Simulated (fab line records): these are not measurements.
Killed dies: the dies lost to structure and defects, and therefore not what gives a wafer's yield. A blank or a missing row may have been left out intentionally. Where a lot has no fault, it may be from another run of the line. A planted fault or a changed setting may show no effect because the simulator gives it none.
Which tool was responsible? || flow gf180mcu || 6 lots, 18 wafers sampled, at 2 steps of a route of 602

== WHAT EACH GAUGE READ, for each wafer ==
GF_V3_OVL_MEAS_15.
{"lot": "L648", "measured": "day 22 15:13", "on": "overlay-02", "V3_OVL (nm)": "7 7 6"}
{"lot": "L650", "measured": "day 23 13:13", "on": "overlay-02", "V3_OVL (nm)": "-6 -11 -12"}
{"lot": "L656", "measured": "day 25 15:05", "on": "overlay-02", "V3_OVL (nm)": "-7 -6 7"}
{"lot": "L658", "measured": "day 26 10:55", "on": "overlay-01", "V3_OVL (nm)": "2 0 4"}
{"lot": "L662", "measured": "day 27 13:19", "on": "overlay-01", "V3_OVL (nm)": "-5 -8 -1"}
{"lot": "L664", "measured": "day 27 23:05", "on": "overlay-01", "V3_OVL (nm)": "-1 2 2"}

== EACH LOT AND THE TOOL THAT RAN IT (in order: tool; ch and the chambers of the sampled wafers; start) ==
{"lot": "L648", "GF_M3_METAL_ETCH_16": "rie metal-01 ch 0,1, day 21 14:22"}
{"lot": "L650", "GF_M3_METAL_ETCH_16": "rie metal-03 ch 0, day 22 13:03"}
{"lot": "L656", "GF_M3_METAL_ETCH_16": "rie metal-04 ch 0, day 24 16:30"}
{"lot": "L658", "GF_M3_METAL_ETCH_16": "rie metal-04 ch 0,1, day 25 12:31"}
{"lot": "L662", "GF_M3_METAL_ETCH_16": "rie metal-01 ch 0,1, day 26 15:16"}
{"lot": "L664", "GF_M3_METAL_ETCH_16": "rie metal-01 ch 0, day 27 01:57"}
- GF_M3_METAL_ETCH_16: etches the open film in Cl2/BCl3, stops on SiO2, target depth 750.8 nm, time 125.1 s.

== THE ANSWER, worked out from the rows above alone ==
Rule: what is usual is taken from the lots themselves. Put in order of their means at a reading, lots are off if they are a third of the lots or fewer, leave a main group of 4 or more, and stand apart from it by a gap of 3 or more times the standard deviation of the main group's means; of several such gaps the widest counts. The tables above print the reading to a certain number of digits; a main group whose means all agree to those digits is not used. A lot without any number at a reading at which 4 lots or more have one is off too. All remaining lots with rows at the step are treated as sound.
Nothing can be told from this: no lot is off at any reading shown.

== WHAT WAS PUT IN BY THE SIMULATOR ==
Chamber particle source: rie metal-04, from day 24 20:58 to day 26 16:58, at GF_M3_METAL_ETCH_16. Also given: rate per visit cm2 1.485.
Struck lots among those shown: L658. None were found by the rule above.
